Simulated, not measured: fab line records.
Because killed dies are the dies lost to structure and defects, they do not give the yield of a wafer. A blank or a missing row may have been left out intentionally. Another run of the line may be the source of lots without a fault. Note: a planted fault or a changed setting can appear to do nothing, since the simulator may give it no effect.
fab line records    flow gf180mcu
record lots=5  wafers=15  lastDay=33
route steps=602 shown V2@405 M3@409 V3@429
lots with no fault: from the same line, run without faults
startH: hours from the record's first day to the start of the lot's first wafer shown    waitH: how many hours have passed since the lot's step before this one    " the same as in the row above    L1.1+2: a single row standing in for several wafers    - value missing, or start not given    * or withheld: withheld    < > ~ a bound
route shown NAME@n: names a module that has steps shown in the file, with the first one's number in the route    usual: average and standard deviation across the fault-free wafers    same: alike in all rows    chamber/n: place in a boat    sites: each site's reading    _std_site: the values' standard deviation    _edge_site: outer sites' mean less inner sites'    radiusMm: how far each site lies from the wafer's centre    mask NAME#n: copy n    behind: the tool/chamber that last shaped the wafer    hold: why the lot was held/for how many hours/how that ended    device: whichever transistor did not switch (one of n, p or np)    end of line: the same wafers' tests at the end of the route    a step without rows: its recipe alone    killed: count of dies lost to structure and defects at first sort (not the wafer's yield)    map: dies across one wafer; x = killed, . = not, _ = none there
set.NAME: setting as actually run; set.NAME@STEP: the setting as run at that earlier step    model.NAME: the simulator's own value behind a step, which no gauge read
certain route steps with their lots: each step a table, each wafer a row
services: from which hour (startH, from the record's first day; less than 0 if before it) a tool's chamber was out of use, for how many hours, and why
## steps
# step GF_V2_CVD_23
# recipe material=W  targetThkNm=350  timeS=104.94  tempC=400  pressureTorr=40
# usual heaterPowerW=929/100
lot.wafer  tool     chamber  startH  waitH  heaterPowerW
L074.2     cvdW-01  1        460.42  0.0    795
L074.3     "        0        "       "      1074
L074.4     "        1        "       "      793
L075.1     cvdW-02  1        471.68  0.0    993
L075.2     "        0        "       "      844
L075.3     "        0        "       "      849
L080.1     cvdW-01  1        518.76  0.0    813
L080.3     "        1        "       "      803
L080.4     "        0        "       "      1051
L090.1     cvdW-02  1        600.50  0.0    946
L090.3     "        1        "       "      949
L090.6     "        0        "       "      840
L091.1     cvdW-02  0        608.68  0.0    834
L091.2     "        1        "       "      987
L091.5     "        0        "       "      866
# step GF_V2_RS_MEAS_24
# recipe thkMeasGauge=four-point-probe  reads=W_of_V2_CVD_23+TiN_of_V2_SPUTTER_22+Ti_of_V2_SPUTTER_21
# usual V2_W_RS=0.327/0.0035
lot.wafer  tool          chamber  startH  waitH  V2_W_RS[ohm/sq]
L074.2     filmMetro-02  -        460.55  0.1    0.326
L074.3     "             -        "       "      0.328
L074.4     "             -        "       "      0.327
L075.1     filmMetro-01  -        471.80  0.1    0.329
L075.2     "             -        "       "      0.328
L075.3     "             -        "       "      0.327
L080.1     filmMetro-04  -        518.87  0.1    0.325
L080.3     "             -        "       "      0.325
L080.4     "             -        "       "      0.327
L090.1     filmMetro-04  -        600.61  0.1    0.324
L090.3     "             -        "       "      0.323
L090.6     "             -        "       "      0.325
L091.1     filmMetro-04  -        608.80  0.1    0.324
L091.2     "             -        "       "      0.322
L091.5     "             -        "       "      0.323
# step GF_V2_THK_MEAS_25
# recipe thkMeasGauge=xrf  reads=W_of_V2_CVD_23
# usual V2_W_THK=355/6.9
lot.wafer  tool          chamber  startH  waitH  V2_W_THK[nm]
L074.2     filmMetro-02  -        460.66  0.1    352
L074.3     "             -        "       "      351
L074.4     "             -        "       "      351
L075.1     filmMetro-01  -        471.92  0.1    353
L075.2     "             -        "       "      356
L075.3     "             -        "       "      357
L080.1     filmMetro-04  -        518.99  0.1    351
L080.3     "             -        "       "      352
L080.4     "             -        "       "      350
L090.1     filmMetro-04  -        600.73  0.1    359
L090.3     "             -        "       "      358
L090.6     "             -        "       "      357
L091.1     filmMetro-04  -        608.92  0.1    358
L091.2     "             -        "       "      360
L091.5     "             -        "       "      358
# step GF_V2_CMP_26
# recipe stopOn=SiO2  downForcePsi=3.5  platenRpm=60  tOverpolishS=15  targetThkNm=0  padVelocityMS=0.94248
# usual motorCurrentA=11.0/1.5  overpolishRunS=15.000/0.0088  timeToEndpointS=84.3/2.8
lot.wafer  tool    chamber  startH  waitH  motorCurrentA  overpolishRunS  timeToEndpointS
L074.4     cmp-02  1        460.71  0.0    14.9           15.002          87.7
L074.3     "       2        "       "      10.7           15.001          85.0
L074.2     "       3        "       "      13.2           14.981          85.1
L075.1     cmp-01  1        471.98  0.1    10.4           15.000          85.5
L075.3     "       2        "       "      10.3           15.002          87.2
L075.2     "       0        "       "      9.8            15.010          85.1
L080.1     cmp-02  3        519.10  0.1    12.6           15.002          82.6
L080.4     "       0        "       "      9.9            15.004          82.7
L080.3     "       1        "       "      14.8           15.003          87.2
L090.1     cmp-01  3        600.79  0.1    10.0           15.002          82.8
L090.3     "       2        "       "      10.6           14.996          83.6
L090.6     "       0        "       "      10.2           14.979          81.5
L091.2     cmp-01  1        609.10  0.2    10.6           15.000          83.1
L091.1     "       0        "       "      9.7            15.004          81.3
L091.5     "       2        "       "      10.0           15.002          85.0
# step GF_M3_SPUTTER_00
# recipe material=Ti  targetThkNm=37.5  arrivingIonEnergyEv=80  substrateTempC=200  chamberPressurePa=2  powerW=4000  timeS=150
# usual cathodeDcPowerW=4000.0/0.73  chamberPressurePa=2.000/0.0038  throttleValvePct=29.5/0.97
lot.wafer  tool           chamber  startH  waitH  cathodeDcPowerW  chamberPressurePa  throttleValvePct
L074.2     pvdSputter-03  -        461.01  0.1    4000.7           2.001              30.2
L074.3     "              -        "       "      4000.4           1.998              28.8
L074.4     "              -        "       "      3999.1           1.998              28.7
L075.1     pvdSputter-03  -        472.28  0.2    3999.0           1.998              28.8
L075.2     "              -        "       "      3999.2           2.001              30.1
L075.3     "              -        "       "      3999.9           1.996              30.2
L080.1     pvdSputter-02  -        519.35  0.2    3999.1           2.004              29.7
L080.3     "              -        "       "      3999.9           2.003              32.0
L080.4     "              -        "       "      4000.9           2.003              29.4
L090.1     pvdSputter-01  -        601.09  0.2    3999.1           2.000              29.0
L090.3     "              -        "       "      4000.7           1.997              30.5
L090.6     "              -        "       "      4000.1           2.005              29.1
L091.1     pvdSputter-02  -        609.40  0.1    4000.5           1.999              27.7
L091.2     "              -        "       "      3999.8           2.001              29.5
L091.5     "              -        "       "      3999.4           1.996              29.3
# step GF_M3_SPUTTER_01
# recipe material=TiN  targetThkNm=30  powerW=6500  timeS=25  chamberPressurePa=0.4
# usual cathodeDcPowerW=6499.9/1.2  chamberPressurePa=0.4000/0.00079  throttleValvePct=29.5/0.95
lot.wafer  tool           chamber  startH  waitH  cathodeDcPowerW  chamberPressurePa  throttleValvePct
L074.2     pvdSputter-03  -        461.11  0.1    6498.6           0.4005             30.4
L074.3     "              -        "       "      6500.0           0.3992             28.9
L074.4     "              -        "       "      6499.6           0.3999             28.7
L075.1     pvdSputter-03  -        472.38  0.1    6500.0           0.3994             29.1
L075.2     "              -        "       "      6500.4           0.4002             30.2
L075.3     "              -        "       "      6499.8           0.3997             30.1
L080.1     pvdSputter-02  -        519.45  0.1    6501.1           0.3991             29.6
L080.3     "              -        "       "      6500.8           0.4003             32.0
L080.4     "              -        "       "      6500.0           0.4006             29.5
L090.1     pvdSputter-01  -        601.19  0.1    6498.3           0.3992             29.2
L090.3     "              -        "       "      6496.8           0.3990             30.6
L090.6     "              -        "       "      6498.9           0.4003             29.4
L091.1     pvdSputter-02  -        609.50  0.1    6500.0           0.3998             27.8
L091.2     "              -        "       "      6497.0           0.3992             29.8
L091.5     "              -        "       "      6499.3           0.4008             29.2
# step GF_M3_SPUTTER_02
# recipe material=AlCu  targetThkNm=450  powerW=10600  timeS=23.9  chamberPressurePa=0.4
# usual cathodeDcPowerW=10600/2.1  chamberPressurePa=0.4000/0.00078  throttleValvePct=29.5/0.97
lot.wafer  tool           chamber  startH  waitH  cathodeDcPowerW  chamberPressurePa  throttleValvePct
L074.2     pvdSputter-03  -        461.14  0.0    10602            0.3998             30.4
L074.3     "              -        "       "      10604            0.4001             28.9
L074.4     "              -        "       "      10600            0.4005             28.8
L075.1     pvdSputter-03  -        472.41  0.0    10600            0.4016             28.7
L075.2     "              -        "       "      10601            0.4022             30.2
L075.3     "              -        "       "      10599            0.3994             30.0
L080.1     pvdSputter-02  -        519.48  0.0    10598            0.4006             29.6
L080.3     "              -        "       "      10600            0.3998             32.0
L080.4     "              -        "       "      10603            0.4000             29.3
L090.1     pvdSputter-01  -        601.23  0.0    10599            0.4009             29.2
L090.3     "              -        "       "      10604            0.3993             30.6
L090.6     "              -        "       "      10600            0.4004             29.3
L091.1     pvdSputter-02  -        609.53  0.0    10601            0.4005             27.7
L091.2     "              -        "       "      10597            0.4015             29.6
L091.5     "              -        "       "      10598            0.3995             29.5
# step GF_M3_SPUTTER_03
# recipe material=Ti  targetThkNm=10  substrateTempC=300  chamberPressurePa=0.3  powerW=3000  timeS=6.7
# usual cathodeDcPowerW=3000.0/0.56  chamberPressurePa=0.3000/0.00065  throttleValvePct=29.5/0.97
lot.wafer  tool           chamber  startH  waitH  cathodeDcPowerW  chamberPressurePa  throttleValvePct
L074.2     pvdSputter-03  -        461.17  0.0    3000.0           0.2996             30.0
L074.3     "              -        "       "      3000.0           0.2991             28.8
L074.4     "              -        "       "      2999.1           0.2997             28.9
L075.1     pvdSputter-03  -        472.44  0.0    2999.4           0.2992             28.8
L075.2     "              -        "       "      2999.7           0.3005             30.1
L075.3     "              -        "       "      3000.8           0.2988             30.1
L080.1     pvdSputter-02  -        519.51  0.0    3001.0           0.3001             29.4
L080.3     "              -        "       "      3000.0           0.2993             32.3
L080.4     "              -        "       "      3001.3           0.2995             28.9
L090.1     pvdSputter-01  -        601.26  0.0    2999.8           0.3005             29.5
L090.3     "              -        "       "      2999.7           0.2994             30.4
L090.6     "              -        "       "      3000.8           0.3000             29.4
L091.1     pvdSputter-02  -        609.56  0.0    3000.3           0.3000             27.8
L091.2     "              -        "       "      3000.6           0.3009             29.6
L091.5     "              -        "       "      3000.3           0.3002             29.1
# step GF_M3_SPUTTER_04
# recipe material=TiN  targetThkNm=50  powerW=6500  timeS=41.7  chamberPressurePa=0.4
# usual cathodeDcPowerW=6500.0/1.2  chamberPressurePa=0.3999/0.00077  throttleValvePct=29.5/0.98
lot.wafer  tool           chamber  startH  waitH  cathodeDcPowerW  chamberPressurePa  throttleValvePct
L074.2     pvdSputter-03  -        461.19  0.0    6499.1           0.4009             30.0
L074.3     "              -        "       "      6498.9           0.3989             28.9
L074.4     "              -        "       "      6499.3           0.3992             28.9
L075.1     pvdSputter-03  -        472.46  0.0    6499.9           0.3990             28.9
L075.2     "              -        "       "      6500.3           0.4005             30.1
L075.3     "              -        "       "      6498.1           0.4018             30.1
L080.1     pvdSputter-02  -        519.53  0.0    6499.7           0.4008             29.5
L080.3     "              -        "       "      6497.9           0.3989             32.1
L080.4     "              -        "       "      6502.3           0.4011             29.2
L090.1     pvdSputter-01  -        601.28  0.0    6500.3           0.3996             29.3
L090.3     "              -        "       "      6499.5           0.4010             30.6
L090.6     "              -        "       "      6500.9           0.3986             29.5
L091.1     pvdSputter-02  -        609.58  0.0    6499.1           0.4002             27.8
L091.2     "              -        "       "      6499.8           0.3998             29.6
L091.5     "              -        "       "      6500.2           0.4002             29.2
# step GF_M3_RS_MEAS_05
# recipe thkMeasGauge=four-point-probe  reads=TiN_of_M3_SPUTTER_04+Ti_of_M3_SPUTTER_03+AlCu_of_M3_SPUTTER_02+TiN_of_M3_SPUTTER_01+Ti_of_M3_SPUTTER_00
# usual M3_ALCU_RS=0.0698/0.00062
lot.wafer  tool          chamber  startH  waitH  M3_ALCU_RS[ohm/sq]
L074.2     filmMetro-02  -        461.25  0.0    0.0700
L074.3     "             -        "       "      0.0698
L074.4     "             -        "       "      0.0690
L075.1     filmMetro-02  -        472.50  0.0    0.0694
L075.2     "             -        "       "      0.0694
L075.3     "             -        "       "      0.0697
L080.1     filmMetro-02  -        519.57  0.0    0.0699
L080.3     "             -        "       "      0.0691
L080.4     "             -        "       "      0.0696
L090.1     filmMetro-02  -        601.32  0.0    0.0693
L090.3     "             -        "       "      0.0696
L090.6     "             -        "       "      0.0691
L091.1     filmMetro-03  -        609.62  0.0    0.0698
L091.2     "             -        "       "      0.0702
L091.5     "             -        "       "      0.0703
# step GF_M3_THK_MEAS_06
# recipe thkMeasGauge=xrf  reads=AlCu_of_M3_SPUTTER_02
# usual M3_ALCU_THK=463/4.4
lot.wafer  tool          chamber  startH  waitH  M3_ALCU_THK[nm]
L074.2     filmMetro-02  -        461.36  0.1    458
L074.3     "             -        "       "      458
L074.4     "             -        "       "      465
L075.1     filmMetro-02  -        472.62  0.1    460
L075.2     "             -        "       "      462
L075.3     "             -        "       "      458
L080.1     filmMetro-02  -        519.69  0.1    458
L080.3     "             -        "       "      464
L080.4     "             -        "       "      459
L090.1     filmMetro-02  -        601.44  0.1    460
L090.3     "             -        "       "      459
L090.6     "             -        "       "      462
L091.1     filmMetro-03  -        609.74  0.1    464
L091.2     "             -        "       "      462
L091.5     "             -        "       "      460
# step GF_M3_DEHYDRATE_07
# recipe tempC=200  timeS=60
# usual chillPlateTempC=23.02/0.09
lot.wafer  tool           chamber  startH  waitH  chillPlateTempC
L074.2     lithoTrack-01  0        472.43  11.1   23.03
L074.3     "              0        "       "      22.95
L074.4     "              0        "       "      23.01
L075.1     lithoTrack-04  0        484.59  12.0   23.15
L075.2     "              0        "       "      23.12
L075.3     "              0        "       "      22.99
L080.1     lithoTrack-03  0        530.00  10.3   23.19
L080.3     "              0        "       "      23.03
L080.4     "              0        "       "      23.11
L090.1     lithoTrack-04  0        611.28  9.8    22.96
L090.3     "              0        "       "      23.00
L090.6     "              0        "       "      23.09
L091.1     lithoTrack-03  0        619.65  9.9    22.99
L091.2     "              0        "       "      23.07
L091.5     "              0        "       "      23.13
# step GF_M3_HMDS_08
# recipe primeTimeS=60  primeTempC=120
# usual chillPlateTempC=23.00/0.11
lot.wafer  tool           chamber  startH  waitH  chillPlateTempC
L074.2     lithoTrack-01  0        472.58  0.1    23.02
L074.3     "              0        "       "      23.05
L074.4     "              0        "       "      22.91
L075.1     lithoTrack-04  0        484.74  0.1    23.13
L075.2     "              0        "       "      22.98
L075.3     "              0        "       "      23.27
L080.1     lithoTrack-03  0        530.15  0.1    22.81
L080.3     "              0        "       "      23.08
L080.4     "              0        "       "      22.93
L090.1     lithoTrack-04  0        611.43  0.1    23.01
L090.3     "              0        "       "      22.99
L090.6     "              0        "       "      23.00
L091.1     lithoTrack-03  0        619.80  0.1    23.15
L091.2     "              0        "       "      23.25
L091.5     "              0        "       "      23.15
# step GF_M3_COAT_09
# recipe resist=KrF  spinRpm=withheld  resistThkNm=1000
# usual chillPlateTempC=23.00/0.1
lot.wafer  tool           chamber  startH  waitH  chillPlateTempC
L074.2     lithoTrack-01  0        472.73  0.1    23.00
L074.3     "              0        "       "      22.94
L074.4     "              0        "       "      23.07
L075.1     lithoTrack-04  0        484.89  0.1    22.96
L075.2     "              0        "       "      23.00
L075.3     "              0        "       "      22.94
L080.1     lithoTrack-03  0        530.30  0.1    23.16
L080.3     "              0        "       "      23.10
L080.4     "              0        "       "      22.86
L090.1     lithoTrack-04  0        611.58  0.1    23.06
L090.3     "              0        "       "      23.05
L090.6     "              0        "       "      23.18
L091.1     lithoTrack-03  0        619.95  0.1    23.23
L091.2     "              0        "       "      22.96
L091.5     "              0        "       "      23.09
# step GF_M3_SOFTBAKE_10
# recipe tempC=130  timeS=60  resist=KrF
# usual chillPlateTempC=22.97/0.11
lot.wafer  tool           chamber  startH  waitH  chillPlateTempC
L074.2     lithoTrack-01  0        472.88  0.1    22.82
L074.3     "              0        "       "      22.71
L074.4     "              0        "       "      22.87
L075.1     lithoTrack-04  0        485.04  0.1    22.94
L075.2     "              0        "       "      22.92
L075.3     "              0        "       "      23.00
L080.1     lithoTrack-03  0        530.45  0.1    22.97
L080.3     "              0        "       "      23.08
L080.4     "              0        "       "      23.01
L090.1     lithoTrack-04  0        611.73  0.1    22.90
L090.3     "              0        "       "      23.10
L090.6     "              0        "       "      23.04
L091.1     lithoTrack-03  0        620.10  0.1    23.09
L091.2     "              0        "       "      23.06
L091.5     "              0        "       "      22.95
# step GF_M3_EXPOSE_11
# recipe maskId=Metal3  targetCdNm=280  na=0.68  sourceShape=conventional  sigmaOuter=0.6  doseMj=28
lot.wafer   tool           chamber  startH  waitH  mask
L074.2+3+4  krfScanner-02  0        -       -      Metal3#0
L075.1+2+3  krfScanner-01  0        -       -      Metal3#0
L080.1+3+4  krfScanner-01  0        -       -      Metal3#0
L090.1+3+6  krfScanner-01  0        -       -      Metal3#0
L091.1+2+5  krfScanner-01  0        -       -      Metal3#0
# step GF_M3_PEB_12
# recipe pebTempC=135  pebTimeS=90  resist=KrF
# usual chillPlateTempC=23.01/0.11
lot.wafer  tool           chamber  startH  waitH  chillPlateTempC
L074.2     lithoTrack-01  0        -       -      23.04
L074.3     "              0        "       "      22.99
L074.4     "              0        "       "      23.21
L075.1     lithoTrack-03  0        -       -      23.22
L075.2     "              0        "       "      23.07
L075.3     "              0        "       "      23.12
L080.1     lithoTrack-01  0        -       -      23.13
L080.3     "              0        "       "      23.04
L080.4     "              0        "       "      23.18
L090.1     lithoTrack-01  0        -       -      22.95
L090.3     "              0        "       "      23.21
L090.6     "              0        "       "      22.95
L091.1     lithoTrack-03  0        -       -      23.01
L091.2     "              0        "       "      23.09
L091.5     "              0        "       "      23.04
# step GF_M3_DEVELOP_13
# recipe developTimeS=60  devTempC=21
# usual chillPlateTempC=23.01/0.1
lot.wafer  tool           chamber  startH  waitH  chillPlateTempC
L074.2     lithoTrack-01  0        485.08  0.2    23.08
L074.3     "              0        "       "      23.05
L074.4     "              0        "       "      23.16
L075.1     lithoTrack-03  0        496.95  0.2    23.23
L075.2     "              0        "       "      23.10
L075.3     "              0        "       "      23.02
L080.1     lithoTrack-01  0        541.65  0.2    23.12
L080.3     "              0        "       "      23.18
L080.4     "              0        "       "      23.07
L090.1     lithoTrack-01  0        621.80  0.2    23.11
L090.3     "              0        "       "      23.03
L090.6     "              0        "       "      23.10
L091.1     lithoTrack-03  0        629.70  0.2    22.93
L091.2     "              0        "       "      23.12
L091.5     "              0        "       "      22.95
# step GF_M3_CD_MEAS_14
# recipe targetCdNm=280
# usual cdNm=279.8/1.5
lot.wafer  tool      chamber  startH  waitH  cdNm
L074.2     cdSem-01  -        485.22  0.1    278.3
L074.3     "         -        "       "      277.3
L074.4     "         -        "       "      279.3
L075.1     cdSem-01  -        497.10  0.1    282.2
L075.2     "         -        "       "      284.4
L075.3     "         -        "       "      282.0
L080.1     cdSem-02  -        541.80  0.1    277.0
L080.3     "         -        "       "      276.8
L080.4     "         -        "       "      277.3
L090.1     cdSem-01  -        621.95  0.1    277.5
L090.3     "         -        "       "      278.3
L090.6     "         -        "       "      278.8
L091.1     cdSem-02  -        629.85  0.1    282.3
L091.2     "         -        "       "      281.5
L091.5     "         -        "       "      281.9
# step GF_M3_OVL_MEAS_15
# usual M3_OVL=1/7.5
lot.wafer  tool        chamber  startH  waitH  M3_OVL[nm]
L074.2     overlay-02  -        485.33  0.1    4
L074.3     "           -        "       "      -7
L074.4     "           -        "       "      5
L075.1     overlay-02  -        497.22  0.1    -6
L075.2     "           -        "       "      1
L075.3     "           -        "       "      -8
L080.1     overlay-01  -        541.92  0.1    -9
L080.3     "           -        "       "      -8
L080.4     "           -        "       "      -5
L090.1     overlay-02  -        622.07  0.1    -11
L090.3     "           -        "       "      -7
L090.6     "           -        "       "      -4
L091.1     overlay-02  -        629.97  0.1    -7
L091.2     "           -        "       "      -6
L091.5     "           -        "       "      -10
# step GF_M3_METAL_ETCH_16
# recipe chemistry=Cl2/BCl3  maskMaterial=KrF  targetDepthNm=750.8  stopOn=SiO2  pressureMtorr=8  icpW=800  biasW=140  Cl2_flow_sccm=80  bcl3FlowSccm=40  timeS=125.1
# usual bcl3FlowSccm=40.01/0.11  drypumpMotorCurrentA=5.9/0.31  oesProductAu=0.990/0.0065  throttleValvePct=28.232/0.0093
lot.wafer  tool         chamber  startH  waitH  bcl3FlowSccm  drypumpMotorCurrentA  oesProductAu  rfHoursCounterH  throttleValvePct
L074.2     rieMetal-04  0        485.36  0.0    39.91         5.6                   0.981         9                28.228
L074.3     "            1        "       "      40.16         5.6                   0.986         -                28.238
L074.4     "            0        "       "      40.14         5.6                   0.979         -                28.239
L075.1     rieMetal-03  1        497.26  0.0    40.09         6.2                   0.995         8                28.232
L075.2     "            0        "       "      39.97         6.2                   0.990         13               28.218
L075.3     "            1        "       "      40.03         6.2                   0.996         -                28.219
L080.1     rieMetal-01  0        541.96  0.0    39.94         6.3                   0.996         13               28.238
L080.3     "            1        "       "      39.97         5.7                   0.991         -                28.227
L080.4     "            0        "       "      39.99         6.3                   0.992         -                28.236
L090.1     rieMetal-01  0        622.11  0.0    40.24         6.3                   0.984         1                28.228
L090.3     "            0        "       "      39.94         6.3                   0.980         -                28.243
L090.6     "            1        "       "      40.06         5.7                   0.984         -                28.231
L091.1     rieMetal-01  1        630.01  0.0    39.94         5.7                   0.996         3                28.223
L091.2     "            0        "       "      39.94         6.3                   0.987         1                28.221
L091.5     "            0        "       "      40.00         6.3                   0.988         -                28.250
# step GF_M3_STRIP_17
# recipe chemistry=O2/N2  powerW=1400  pressureMtorr=1500  platenTempC=250  o2FlowSccm=3000  n2FlowSccm=300  overashFraction=0.5
# usual drypumpMotorCurrentA=6.0/0.41  heaterPowerW=339/27  oesProductAu=0.538/0.0049  stripTimeToEndpointS=7.38/0.045
lot.wafer  tool            chamber  startH  waitH  drypumpMotorCurrentA  heaterPowerW  oesProductAu  rfHoursCounterH  stripTimeToEndpointS
L074.2     plasmaAsher-03  0        485.49  0.1    6.0                   341           0.544         6                7.45
L074.3     "               0        "       "      6.0                   355           0.536         -                7.39
L074.4     "               1        "       "      5.2                   293           0.535         -                7.45
L075.1     plasmaAsher-02  1        497.39  0.1    6.1                   379           0.537         69               7.35
L075.2     "               0        "       "      5.9                   337           0.543         69               7.39
L075.3     "               0        "       "      5.9                   349           0.537         -                7.32
L080.1     plasmaAsher-02  1        542.08  0.1    6.1                   375           0.533         74               7.29
L080.3     "               1        "       "      6.1                   367           0.542         -                7.37
L080.4     "               0        "       "      5.9                   350           0.537         -                7.37
L090.1     plasmaAsher-03  1        622.23  0.1    5.3                   296           0.536         22               7.38
L090.3     "               1        "       "      5.3                   298           0.541         -                7.41
L090.6     "               0        "       "      5.9                   350           0.530         -                7.37
L091.1     plasmaAsher-02  1        630.13  0.1    6.1                   371           0.532         83               7.34
L091.2     "               0        "       "      5.9                   343           0.538         83               7.34
L091.5     "               1        "       "      6.1                   377           0.532         -                7.34
# step GF_M3_STRIP_18
# recipe chemistry=postEtchResidueRemover  timeS=1200  tempC=72.5
lot.wafer   tool         chamber  startH  waitH
L074.2+3+4  wetBench-01  2        485.59  0.1
L075.1+2+3  wetBench-02  0        497.49  0.1
L080.1+3+4  wetBench-03  2        542.18  0.1
L090.1+3+6  wetBench-01  0        622.33  0.1
L091.1+2+5  wetBench-03  0        630.23  0.1
# step GF_M3_CLEAN_19
# recipe chemistry=DIW  dry=n2Spin
lot.wafer   tool         chamber  startH  waitH
L074.2+3+4  wetBench-03  2        485.93  0.0
L075.1+2+3  wetBench-03  0        497.83  0.0
L080.1+3+4  wetBench-02  0        542.53  0.0
L090.1+3+6  wetBench-02  2        622.71  0.0
L091.1+2+5  wetBench-01  1        630.58  0.0
# step GF_V3_CVD_00
# recipe material=SiO2  targetThkNm=600  sigmaOpenFrac=0.3  tempC=400  timeS=100  sih4FlowSccm=60  pressureMtorr=6
lot.wafer   tool       chamber  startH  waitH
L074.2+3+4  hdpcvd-02  0,1,0    486.03  0.0
L075.1+2+3  hdpcvd-02  0,1,2    497.93  0.0
L080.1+3+4  hdpcvd-02  2,1,2    542.62  0.0
L090.1+3+6  hdpcvd-01  2,0,2    622.80  0.0
L091.1+2+5  hdpcvd-02  2,0,2    630.67  0.0
## services
tool            chamber  startH  hours  kind
cmp-01          -        438.15  5.3    pm
cmp-02          -        440.12  1.6    repair
cmp-02          -        440.87  3.3    repair
cvdW-02         -        441.94  0.5    repair
pvdSputter-02   -        448.27  5.3    repair
cmp-01          -        455.98  5.4    repair
plasmaAsher-02  -        456.65  4.6    repair
krfScanner-01   -        470.13  7.4    repair
pvdSputter-01   -        481.81  53.1   repair
krfScanner-01   -        491.25  1.3    pm
rieMetal-01     -        495.15  14.6   pm
pvdSputter-02   -        495.62  2.7    repair
plasmaAsher-02  -        507.26  0.9    repair
cvdW-02         -        517.96  6.9    pm
krfScanner-01   -        528.61  1.0    pm
pvdSputter-01   -        548.92  3.1    repair
krfScanner-01   -        557.84  4.4    pm
krfScanner-01   -        565.30  0.5    repair
cmp-01          -        572.00  4.0    pm
krfScanner-01   -        588.59  0.8    pm
cmp-01          -        590.77  1.1    repair
cvdW-02         0        618.80  16.5   repair
pvdSputter-02   -        626.83  23.9   repair
pvdSputter-01   -        626.92  1.7    repair
## key
fault none
